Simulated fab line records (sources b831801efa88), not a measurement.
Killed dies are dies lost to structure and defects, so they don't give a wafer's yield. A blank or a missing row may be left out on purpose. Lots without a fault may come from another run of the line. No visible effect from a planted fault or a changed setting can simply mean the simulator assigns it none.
A lot that was struck, set against a sound lot :: flow sfq-line :: 14 steps out of a route of 325
Sound: these wafers, L335.1, L335.4, L335.5. Struck: wafer L337.1 (L337.2, L337.3, from the same lot, were not struck and are left out); the cause is given at the end.
For every step that has rows: the tool of each side, followed by ch and its chambers, followed by its first start. Under that, the readings that differ: sound wafers :: struck wafers :: difference of the means :: sigmas: that difference in standard deviations of wafers without a fault.
alike: readings with means less than 2 such deviations apart, plus words and numbers identical on both sides. not compared: withheld readings, readings lacking a value on some wafer, bounds such as >300 that could conceal the same value, and numbers that have no deviation in the record and whose values overlap.
The two part at a step that has a row with sigmas, a row that says differs or no value, or rows on one side only. When numbers do not overlap yet have no deviation, they are printed without sigmas and do not part them. A reading missing from all wafers of one side parts the sides only when that side holds two or more wafers.

first, 2 steps without rows for these wafers: SFQ_TRILAYER_I3_VIA_STRIP_SOLV_CLEAN_090 (cleans in NMP, time 600 s); SFQ_TRILAYER_M4_DEP_PRE_CLEAN_092 (time 22.5 s).
SFQ_TRILAYER_M4_DEP_SPUTTER_091: material Nb, target thk 200 nm, time 133.3 s.
  struck on pvd-sputter-03, day 42 16:25; sound on pvd-sputter-03, day 42 11:42
  alike: throttle-valve-pct
SFQ_M4_RS_MEAS_924: measures by four-point-probe.
  struck on film-metro-02, day 42 16:31; sound on film-metro-02, day 42 11:47
  alike: M4_NB_RS
then, 6 steps without rows for these wafers: SFQ_TRILAYER_M4_LITHO_COAT_098 (resist thk 62 nm); SFQ_TRILAYER_M4_LITHO_COAT_093 (resist thk 600 nm); SFQ_TRILAYER_M4_LITHO_SOFTBAKE_097; SFQ_TRILAYER_M4_LITHO_EXPOSE_094 (exposes mask M4, target cd 500 nm); SFQ_TRILAYER_M4_LITHO_PEB_096 (peb time 60 s); SFQ_TRILAYER_M4_LITHO_DEVELOP_095 (time 60 s).
SFQ_M4_OVL_MEAS_926:
  struck on overlay-02, day 42 20:13; sound on overlay-02, day 42 14:13
reading: M4_OVL (nm)
sound: -5 -6 -5
struck: 9
difference: +14
sigmas: +3
SFQ_TRILAYER_M4_BARC_OPEN_METAL_ETCH_123: etches BARC in O2, target depth 125 nm, time 41.7 s.
  sound on rie-metal-04 ch 0,1, day 42 14:16; struck on rie-metal-04 ch 1, day 42 20:16
reading: model.KrF_of_TRILAYER_M4_LITHO_COAT_093.thk-nm (nm)
sound: 522.1 522.8 520.2
struck: 526
difference: +4
sigmas: 
  alike: bias-w, drypump-motor-current-A, oes-product-au
  not compared: rf-hours-counter-h
SFQ_TRILAYER_M4_ETCH_METAL_ETCH_096: etches Nb in Cl2/Ar, stops on SiO2, target depth 240 nm, time 120 s.
  sound on rie-metal-04 ch 0,1, day 42 14:19; struck on rie-metal-04 ch 1, day 42 20:19
reading: model.KrF_of_TRILAYER_M4_LITHO_COAT_093.thk-nm (nm)
sound: 378.2 379.9 374.9
struck: 384.2
difference: +6.5
sigmas: 
  alike: bias-w, drypump-motor-current-A, oes-product-au
  not compared: rf-hours-counter-h
SFQ_TRILAYER_M4_STRIP_STRIP_097: strips in O2.
  sound on rie-metal-04 ch 0,1, day 42 14:26; struck on rie-metal-04 ch 1, day 42 20:26
  alike: drypump-motor-current-A, oes-product-au
  not compared: rf-hours-counter-h

WHERE THEY PART
SFQ_M4_OVL_MEAS_926 only, going by this record. Later steps at which nothing parts them and some readings are alike: SFQ_TRILAYER_M4_BARC_OPEN_METAL_ETCH_123, SFQ_TRILAYER_M4_ETCH_METAL_ETCH_096, SFQ_TRILAYER_M4_STRIP_STRIP_097.

WHY: what the simulator had put in
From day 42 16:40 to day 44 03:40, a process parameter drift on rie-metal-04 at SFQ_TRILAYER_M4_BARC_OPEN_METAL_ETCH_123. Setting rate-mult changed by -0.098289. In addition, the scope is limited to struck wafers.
